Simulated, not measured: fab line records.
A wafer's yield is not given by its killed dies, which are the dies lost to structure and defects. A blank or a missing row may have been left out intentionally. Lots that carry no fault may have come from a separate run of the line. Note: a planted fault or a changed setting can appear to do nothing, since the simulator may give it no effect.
Struck lot and sound lot, side by side ; flow sky130 ; 34 steps out of a route of 708
Sound: wafers L555.2, L555.3, L555.6. Struck: wafers L542.1, L542.3 (left out: L542.2, a lot-mate that was not struck); the cause follows at the end.
At each step with rows: each side's tool, then ch and its chambers, then its first start. Under that, the readings that differ: sound wafers ; struck wafers ; difference of the means ; sigmas: that difference in standard deviations of wafers without a fault.
alike: words and numbers the same on both sides, and readings whose means are apart by under 2 such deviations; not compared: readings that were withheld, readings missing a value for some wafer, numbers with overlapping values and no deviation given by the record, and bounds like >300 which may hide the same value.
A row with sigmas, a row that says differs or no value, or rows on one side alone: a step with any of these is where the two part. Non-overlapping numbers with no deviation appear without sigmas and do not part them. A reading missing from all wafers of one side parts the sides only when that side holds two or more wafers.

first, 8 steps without rows for these wafers: SKY_LOCAL_INTERCONNECT_ETCH_13 (etches BARC in N2/H2, stops on SiO2, time 45.9 s, target depth 60 nm); SKY_LOCAL_INTERCONNECT_METAL_ETCH_14 (etches TiN in Cl2/BCl3, stops on PSG, target depth 110 nm, time 31.4 s); SKY_LOCAL_INTERCONNECT_STRIP_15 (strips in O2/N2); SKY_LOCAL_INTERCONNECT_STRIP_16 (strips in post etch residue remover, time 1200 s); SKY_LOCAL_INTERCONNECT_CLEAN_17 (cleans in IPA, time 180 s); SKY_LOCAL_INTERCONNECT_CLEAN_18 (cleans in O3/DIW); SKY_CONTACT_CVD_00 (deposits Si3N4, target thk 75 nm); SKY_CONTACT_HDPCVD_02 (deposits SiO2, target thk 565 nm, time 94.2 s).
SKY_CONTACT_CMP_04: polishes SiO2.
  sound on cmp-01 ch 0,1,2, day 36 20:40; struck on cmp-01 ch 1,2, day 32 23:22
reading;sound;struck;difference;sigmas
time-to-endpoint-s (s);78 79 82;100 92;+16;+3
model.SiO2_of_CONTACT_HDPCVD_02.thk-nm (nm);338.2 338.6 338.9;304.7 304.6;-33.9;
  alike: motor-current-A, slurry-flow-ml-min
then, 9 steps without rows for these wafers: SKY_CONTACT_DEHYDRATE_06 (time 60 s); SKY_CONTACT_HMDS_07 (prime time 60 s); SKY_CONTACT_COAT_08 (resist thk 60 nm); SKY_CONTACT_COAT_09 (resist thk 450 nm); SKY_CONTACT_SOFTBAKE_10 (time 90 s); SKY_CONTACT_EXPOSE_11 (exposes mask CTM1, target cd 170 nm); SKY_CONTACT_PEB_12; SKY_CONTACT_DEVELOP_13 (develop time 60 s); SKY_CONTACT_ETCH_16 (etches BARC in N2/H2, stops on SiO2, time 45.9 s, target depth 60 nm).
SKY_CONTACT_ETCH_17: etches SiO2 in C4F8/O2/Ar, stops on Si3N4, target depth 340 nm.
  sound on rie-diel-04 ch 0,1,2, day 37 22:35; struck on rie-diel-04 ch 0,1, day 34 02:02
reading;sound;struck;difference;sigmas
oes-product-au (a.u.);0.896 0.890 0.891;0.842 0.835;-0.054;-10
model.etch.depth-nm (nm);338.2 338.6 338.9;304.7 304.6;-33.9;
model.CONTACT.feature-depth-nm (nm);338.2 338.6 338.9;304.7 304.6;-33.9;
then, 13 steps without rows for these wafers: SKY_CONTACT_ETCH_18 (etches Si3N4 in CHF3/O2, stops on TiN, time 39 s, target depth 75 nm); SKY_CONTACT_STRIP_19 (strips in O2/N2); SKY_CONTACT_STRIP_20 (strips in post etch residue remover, time 1200 s); SKY_CONTACT_CLEAN_21 (cleans in IPA, time 180 s); SKY_CONTACT_CLEAN_22 (cleans in O3/DIW); SKY_CONTACT_SPUTTER_23 (material TiN, target thk 20 nm, time 80 s); SKY_CONTACT_CVD_24 (deposits W, target thk 340 nm, time 102.12 s); SKY_CONTACT_CMP_27 (polishes, stops on SiO2, t overpolish 15 s, target thk 0 nm); SKY_METAL1_SPUTTER_00 (material Ti, target thk 15 nm, time 10 s); SKY_METAL1_SPUTTER_01 (material TiN, target thk 20 nm, time 16.7 s); SKY_METAL1_SPUTTER_02 (material AlCu, target thk 250 nm, time 13.3 s); SKY_METAL1_SPUTTER_03 (material Ti, target thk 5 nm, time 3.3 s); SKY_METAL1_SPUTTER_04 (material TiN, target thk 70 nm, time 58.3 s).
SKY_METAL1_METAL_ETCH_19: etches the open film in Cl2/BCl3, stops on SiO2, target depth 360 nm, time 78 s.
  sound on rie-metal-02 ch 0,1, day 39 01:56; struck on rie-metal-04 ch 0, day 35 06:31
reading;sound;struck;difference;sigmas
model.SiO2_of_CONTACT_HDPCVD_02.thk-nm (nm);324.3 324.6 324.8;290.6 290.4;-34.1;
  alike: drypump-motor-current-A, mfc-cl2-sccm, oes-product-au, throttle-valve-pct
  not compared: rf-hours-counter-h
-- the record jumps here: 12 days lie between the struck wafers' starts before and after (it left off in module METAL1 and takes up again in module PAD_OPEN, whose first step shown is number 708 of the route) --
SKY_PAD_OPEN_PROBE_99:
  sound on prober-01 at day 50 09:21; struck on prober-02 at day 47 17:45
  alike: killed_at_M0_to_M3, killed_at_M4_up, killed-at-contacts, killed-at-front-end, killed-at-other, killed-dies, killed-on-rim, killed-open, killed-short

== WHERE THEY PART ==
At SKY_CONTACT_CMP_04 first; at SKY_CONTACT_ETCH_17 last (within this record only). Later steps at which nothing parts them and some readings are alike: SKY_METAL1_METAL_ETCH_19, SKY_PAD_OPEN_PROBE_99.

WHY: whatever the simulator had introduced
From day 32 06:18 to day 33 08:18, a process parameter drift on cmp-01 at SKY_CONTACT_CMP_04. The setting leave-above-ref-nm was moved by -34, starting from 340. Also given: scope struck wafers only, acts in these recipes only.
